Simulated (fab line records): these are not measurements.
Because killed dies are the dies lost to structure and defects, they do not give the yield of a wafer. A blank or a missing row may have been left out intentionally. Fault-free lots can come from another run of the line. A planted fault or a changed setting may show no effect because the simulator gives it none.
What tool caused it? | flow sky130 | 12 lots with 36 wafers sampled at 5 steps, on a route of 708 steps

WHAT THE GAUGES READ, wafer by wafer
The record holds no reading of a measuring or inspecting step that can be judged against a usual standard deviation.

EACH LOT AND THE TOOL THAT RAN IT (in order: tool; ch and the chambers of the sampled wafers; start)
lot  | SKY_CAPM_METAL_ETCH_13            | SKY_METAL5_SPUTTER_00        | SKY_METAL5_SPUTTER_01        | SKY_METAL5_METAL_ETCH_15          | SKY_PAD_OPEN_PROBE_99
L358 | rie-metal-04 ch 0,1, day 37 05:07 | pvd-sputter-02, day 42 16:46 | pvd-sputter-02, day 42 16:47 | rie-metal-03 ch 0,1, day 43 15:16 | prober-01, day 45 14:31
L359 | rie-metal-04 ch 0,1, day 37 09:08 | pvd-sputter-03, day 42 20:08 | pvd-sputter-03, day 42 20:10 | rie-metal-04 ch 0,1, day 43 19:11 | prober-02, day 45 18:52
L360 | rie-metal-04 ch 0,1, day 37 22:15 | pvd-sputter-03, day 43 07:58 | pvd-sputter-03, day 43 08:00 | rie-metal-02 ch 0,1, day 44 07:13 | prober-01, day 46 05:28
L361 | rie-metal-03 ch 0,1, day 38 05:21 | pvd-sputter-04, day 43 14:37 | pvd-sputter-04, day 43 14:38 | rie-metal-04 ch 0,1, day 44 12:55 | prober-02, day 46 10:59
L362 | rie-metal-02 ch 0,1, day 38 22:17 | pvd-sputter-02, day 44 05:37 | pvd-sputter-02, day 44 05:38 | rie-metal-03 ch 0,1, day 45 02:44 | prober-01, day 46 23:08
L364 | rie-metal-02 ch 0, day 39 13:57   | pvd-sputter-03, day 44 19:45 | pvd-sputter-03, day 44 19:46 | rie-metal-04 ch 0,1, day 45 17:21 | prober-01, day 47 14:20
L365 | rie-metal-04 ch 0,1, day 40 00:04 | pvd-sputter-03, day 45 03:33 | pvd-sputter-03, day 45 03:35 | rie-metal-04 ch 0,1, day 46 00:53 | prober-01, day 47 20:56
L370 | rie-metal-04 ch 0,1, day 41 01:09 | pvd-sputter-02, day 46 01:27 | pvd-sputter-02, day 46 01:28 | rie-metal-04 ch 0,1, day 46 21:33 | prober-01, day 48 15:56
L372 | rie-metal-04 ch 0,1, day 42 00:35 | pvd-sputter-04, day 46 21:52 | pvd-sputter-04, day 46 21:53 | rie-metal-03 ch 0,1, day 47 17:53 | prober-01, day 49 10:18
L374 | rie-metal-04 ch 0,1, day 42 13:32 | pvd-sputter-04, day 47 07:41 | pvd-sputter-04, day 47 07:42 | rie-metal-04 ch 0,1, day 48 03:38 | prober-01, day 49 18:47
L379 | rie-metal-03 ch 0, day 43 11:30   | pvd-sputter-02, day 48 03:56 | pvd-sputter-02, day 48 03:58 | rie-metal-02 ch 0,1, day 48 21:48 | prober-02, day 50 10:55
L380 | rie-metal-02 ch 0,1, day 44 04:19 | pvd-sputter-03, day 48 17:39 | pvd-sputter-03, day 48 17:40 | rie-metal-03 ch 0, day 49 11:16   | prober-01, day 50 22:47
- SKY_CAPM_METAL_ETCH_13: etches TiN in Cl2/BCl3, stops on SiO2, target depth 220 nm, time 62.9 s.
- SKY_METAL5_SPUTTER_00: material Ti, target thk 15 nm, time 10 s.
- SKY_METAL5_SPUTTER_01: material TiN, target thk 20 nm, time 16.7 s.
- SKY_METAL5_METAL_ETCH_15: etches the open film in Cl2/BCl3, stops on SiO2, target depth 1260 nm, time 252 s.
- SKY_PAD_OPEN_PROBE_99

WHAT THE TOOLS THEMSELVES READ (means of the sampled wafers that have a number; where no wafer has one, the mark that the record gives instead)
SKY_CAPM_METAL_ETCH_13. Usual: drypump-motor-current-A 5.9 A, standard deviation 0.53; oes-product-au 0.942 a.u., standard deviation 0.0074; throttle-valve-pct 21.903 %, standard deviation 0.01.
lot  | tool         | drypump-motor-current-A (A) | oes-product-au (a.u.) | throttle-valve-pct (%) | flag
L358 | rie-metal-04 | 5.8                         | 0.941                 | 21.899                 |
L359 | rie-metal-04 | 5.8                         | 0.942                 | 21.905                 |
L360 | rie-metal-04 | 5.4                         | 0.945                 | 21.905                 |
L361 | rie-metal-03 | 6.2                         | 0.934                 | 21.906                 |
L362 | rie-metal-02 | 6.0                         | 0.949                 | 21.904                 |
L364 | rie-metal-02 | 5.8                         | 0.945                 | 21.902                 |
L365 | rie-metal-04 | 5.8                         | 0.936                 | 21.903                 |
L370 | rie-metal-04 | 5.4                         | 0.946                 | 21.902                 |
L372 | rie-metal-04 | 5.8                         | 0.949                 | 21.902                 |
L374 | rie-metal-04 | 5.8                         | 0.936                 | 21.909                 |
L379 | rie-metal-03 | 5.9                         | 0.935                 | 21.903                 |
L380 | rie-metal-02 | 6.0                         | 0.944                 | 21.900                 |

SKY_METAL5_SPUTTER_00. Usual: throttle-valve-pct reads 30.0 % (standard deviation 0.79).
lot  | tool           | throttle-valve-pct (%) | flag
L358 | pvd-sputter-02 | 29.7                   |
L359 | pvd-sputter-03 | 29.5                   |
L360 | pvd-sputter-03 | 30.2                   |
L361 | pvd-sputter-04 | 29.9                   |
L362 | pvd-sputter-02 | 30.2                   |
L364 | pvd-sputter-03 | 30.3                   |
L365 | pvd-sputter-03 | 30.1                   |
L370 | pvd-sputter-02 | 29.7                   |
L372 | pvd-sputter-04 | 29.9                   |
L374 | pvd-sputter-04 | 30.1                   |
L379 | pvd-sputter-02 | 30.5                   |
L380 | pvd-sputter-03 | 29.5                   |

SKY_METAL5_SPUTTER_01. Usual: throttle-valve-pct reads 30.0 % (standard deviation 0.79).
lot  | tool           | throttle-valve-pct (%) | flag
L358 | pvd-sputter-02 | 29.8                   |
L359 | pvd-sputter-03 | 29.6                   |
L360 | pvd-sputter-03 | 30.3                   |
L361 | pvd-sputter-04 | 29.9                   |
L362 | pvd-sputter-02 | 30.1                   |
L364 | pvd-sputter-03 | 30.3                   |
L365 | pvd-sputter-03 | 30.3                   |
L370 | pvd-sputter-02 | 29.6                   |
L372 | pvd-sputter-04 | 29.8                   |
L374 | pvd-sputter-04 | 30.4                   |
L379 | pvd-sputter-02 | 30.3                   |
L380 | pvd-sputter-03 | 29.7                   |

SKY_METAL5_METAL_ETCH_15. Usual: drypump-motor-current-A 6.0 A, standard deviation 0.54; oes-product-au 0.894 a.u., standard deviation 0.0049; throttle-valve-pct 22.265 %, standard deviation 0.0091.
lot  | tool         | drypump-motor-current-A (A) | oes-product-au (a.u.) | throttle-valve-pct (%) | flag
L358 | rie-metal-03 | 6.5                         | 0.894                 | 22.258                 |
L359 | rie-metal-04 | 5.8                         | 0.893                 | 22.277                 |
L360 | rie-metal-02 | 6.2                         | 0.898                 | 22.262                 |
L361 | rie-metal-04 | 5.8                         | 0.895                 | 22.266                 |
L362 | rie-metal-03 | 6.5                         | 0.892                 | 22.258                 |
L364 | rie-metal-04 | 5.4                         | 0.892                 | 22.267                 |
L365 | rie-metal-04 | 5.4                         | 0.893                 | 22.266                 |
L370 | rie-metal-04 | 5.4                         | 0.897                 | 22.254                 |
L372 | rie-metal-03 | 6.5                         | 0.895                 | 22.254                 |
L374 | rie-metal-04 | 5.4                         | 0.893                 | 22.266                 |
L379 | rie-metal-02 | 6.2                         | 0.899                 | 22.264                 |
L380 | rie-metal-03 | 5.9                         | 0.893                 | 22.268                 |

SKY_PAD_OPEN_PROBE_99. Usual: defect-limited-yield 82.5 %, standard deviation 1.9; killed_at_M0_to_M3 43, standard deviation 6.7; killed_at_M4_up 3.2, standard deviation 1.9; killed-at-contacts 24, standard deviation 5.9; killed-at-front-end 15, standard deviation 4.1; killed-at-other 0.3, standard deviation 0.56; killed-dies 86, standard deviation 9.5; killed-open 47, standard deviation 7.4; killed-short 39, standard deviation 5.5; sort_bin_3_pad_short 0.8 %, standard deviation 0.4; sort_bin_5_function 10.4 %, standard deviation 1.4; sort_bin_6_memory 6.2 %, standard deviation 1.2; sort-n-pass 406, standard deviation 9.5; sort-yield-pct 82.5 %, standard deviation 1.9.
lot  | tool      | defect-limited-yield (%) | killed_at_M0_to_M3 | killed_at_M4_up | killed-at-contacts | killed-at-front-end | killed-at-other | killed-dies | killed-open | killed-short | sort_bin_3_pad_short (%) | sort_bin_5_function (%) | sort_bin_6_memory (%) | sort-n-pass | sort-yield-pct (%) | flag
L358 | prober-01 | 80.1                     | 43                 | 4.7             | 35                 | 14                  | 0.3             | 98          | 54          | 44           | 1.3                      | 11.3                    | 7.3                   | 394         | 80.1               |
L359 | prober-02 | 82.6                     | 41                 | 6.3             | 23                 | 14                  | 0.7             | 86          | 46          | 40           | 0.7                      | 11.0                    | 5.7                   | 406         | 82.6               |
L360 | prober-01 | 82.2                     | 45                 | 2.3             | 29                 | 11                  | 0.0             | 87          | 44          | 43           | 0.5                      | 10.3                    | 7.0                   | 405         | 82.2               |
L361 | prober-02 | 86.0                     | 36                 | 3.0             | 19                 | 11                  | 0.3             | 69          | 35          | 34           | 0.9                      | 7.8                     | 5.3                   | 423         | 86.0               |
L362 | prober-01 | 80.8                     | 46                 | 5.7             | 27                 | 15                  | 0.0             | 94          | 50          | 44           | 1.3                      | 10.6                    | 7.3                   | 398         | 80.8               |
L364 | prober-01 | 83.9                     | 42                 | 3.3             | 21                 | 14                  | 0.0             | 79          | 45          | 34           | 0.8                      | 9.7                     | 5.6                   | 413         | 83.9               |
L365 | prober-01 | 83.2                     | 38                 | 3.0             | 24                 | 17                  | 0.3             | 83          | 49          | 33           | 0.6                      | 9.5                     | 6.7                   | 409         | 83.2               |
L370 | prober-01 | 84.2                     | 36                 | 3.3             | 22                 | 16                  | 0.0             | 78          | 41          | 37           | 0.5                      | 9.1                     | 6.2                   | 414         | 84.2               |
L372 | prober-01 | 76.2                     | 38                 | 1.7             | 25                 | 15                  | 38.0            | 117         | 41          | 39           | 2.1                      | 16.1                    | 5.6                   | 375         | 76.2               | OFF
L374 | prober-01 | 76.2                     | 39                 | 3.0             | 19                 | 17                  | 39.7            | 117         | 42          | 36           | 2.2                      | 14.0                    | 7.6                   | 375         | 76.2               | OFF
L379 | prober-02 | 83.7                     | 41                 | 2.0             | 26                 | 11                  | 0.3             | 80          | 42          | 38           | 0.6                      | 9.8                     | 6.0                   | 412         | 83.7               |
L380 | prober-01 | 85.2                     | 39                 | 5.3             | 18                 | 11                  | 0.0             | 73          | 36          | 37           | 0.9                      | 9.4                     | 4.5                   | 419         | 85.2               |

THE ANSWER, worked out from the rows above alone
Rule: a lot is off if the mean of its wafers that have a number lies more than 3 standard deviations from the usual mean. A lot without any number at a reading at which 4 lots or more have one is off too. The other lots that the step has rows for count as sound. Order of review: gauges by route order, followed by the tools' own readings, for which a lot's mean as printed above is used. At the first step where some lot is off, the reading lying furthest off is the one used; lots without a number count as furthest.
Off at SKY_PAD_OPEN_PROBE_99 (killed-at-other): L372, L374.
If a tool, at that step or one of the process steps before it, ran each lot that is off and ran no sound lot following the first of them, it fits. This does not decide it: 2 tools fit, namely rie-metal-04 at SKY_CAPM_METAL_ETCH_13 and pvd-sputter-04 at SKY_METAL5_SPUTTER_00 and SKY_METAL5_SPUTTER_01.

WHAT WAS PUT IN BY THE SIMULATOR
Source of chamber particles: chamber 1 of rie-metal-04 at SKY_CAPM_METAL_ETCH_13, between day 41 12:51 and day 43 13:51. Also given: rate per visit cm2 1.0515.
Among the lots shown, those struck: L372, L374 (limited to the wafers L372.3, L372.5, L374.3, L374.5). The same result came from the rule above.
